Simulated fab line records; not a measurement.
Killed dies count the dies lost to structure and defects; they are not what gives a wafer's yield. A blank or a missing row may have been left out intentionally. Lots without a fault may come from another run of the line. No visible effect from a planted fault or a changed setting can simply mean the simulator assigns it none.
A single fault, viewed from 2 desks	flow sfqLine	each desk has only its own numbers; what lay behind them comes last

## FROM THE METROLOGY DESK
What the gauges read, lot by lot, whatever tool the lot ran on: means of the sampled wafers that have a number. If a lot's mean is further than 4 standard deviations from the usual mean, the lot is out of limits and carries the mark OUT (the distance appears in the brackets).
Columns: A = L0V_OVL at SFQ_L0V_OVL_MEAS_903, usual -5 nm
lot	first seen here	A
L923	day 5 00:05	7
L924	day 5 03:41	-10
L925	day 5 10:52	-4
L928	day 6 08:05	-9
L929	day 6 19:01	-10
L930	day 7 02:14	-0
L931	day 7 04:37	-2
L932	day 7 17:02	-8
L933	day 8 01:26	-11
L936	day 8 19:22	-7
L942	day 10 06:16	-10
L943	day 10 12:20	-3
L944	day 10 18:20	4
L945	day 10 23:08	7
This desk found nothing out of limits on any of the 14 lots.

## DESK OF THE TOOL OWNER: cmp-01
The tool's own readings at SFQ_TRILAYER_I1_CMP_CMP_046 (polishes SiO2): means of the sampled wafers that have a number, for each lot that ran on this tool. If a lot's mean is further than 4 standard deviations from the usual mean, the lot is out of limits and carries the mark OUT (the distance appears in the brackets).
Columns: A = motorCurrentA at SFQ_TRILAYER_I1_CMP_CMP_046, usual 10.5 A; B = platenRpm at SFQ_TRILAYER_I1_CMP_CMP_046, usual 60.00 rpm; C = timeToEndpointS at SFQ_TRILAYER_I1_CMP_CMP_046, usual 218 s
lot	first seen here	A	B	C
L923	day 13 12:41	9.9	60.01	218
L928	day 14 19:25	10.0	59.99	213
L930	day 15 09:55	9.6	60.01	218
L931	day 15 12:55	10.9	59.99	215
L932	day 16 07:19	10.0	61.94 (+46) OUT	212
L933	day 16 21:44	10.7	62.02 (+48) OUT	221
L942	day 19 19:49	10.7	59.98	208
L945	day 21 05:30	11.4	60.01	218
This desk finds L932, L933 out of limits, L932 being first, at day 16 07:19 (platenRpm at SFQ_TRILAYER_I1_CMP_CMP_046). Within limits: L923, L928, L930, L931, L942, L945.

## ALL TOGETHER
The tool owner's desk had the chance to raise an alarm at day 16 07:19 on L932, L933.
Metrology desk: nothing out of limits seen.
The metrology desk holds a record of L932, L933, inside its limits.
Of the lots named, all ran SFQ_TRILAYER_I1_CMP_CMP_046 on cmp-01.

## WHAT THE SIMULATOR HAD PUT IN
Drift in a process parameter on cmp-01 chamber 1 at SFQ_TRILAYER_I1_CMP_CMP_046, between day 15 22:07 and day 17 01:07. Setting platenRpm shifted by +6 from 60. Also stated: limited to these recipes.
Lots struck among those shown: L932, L933.
Delay in hours, fault start to first out-of-limits reading, by desk: the tool owner's desk at 9.
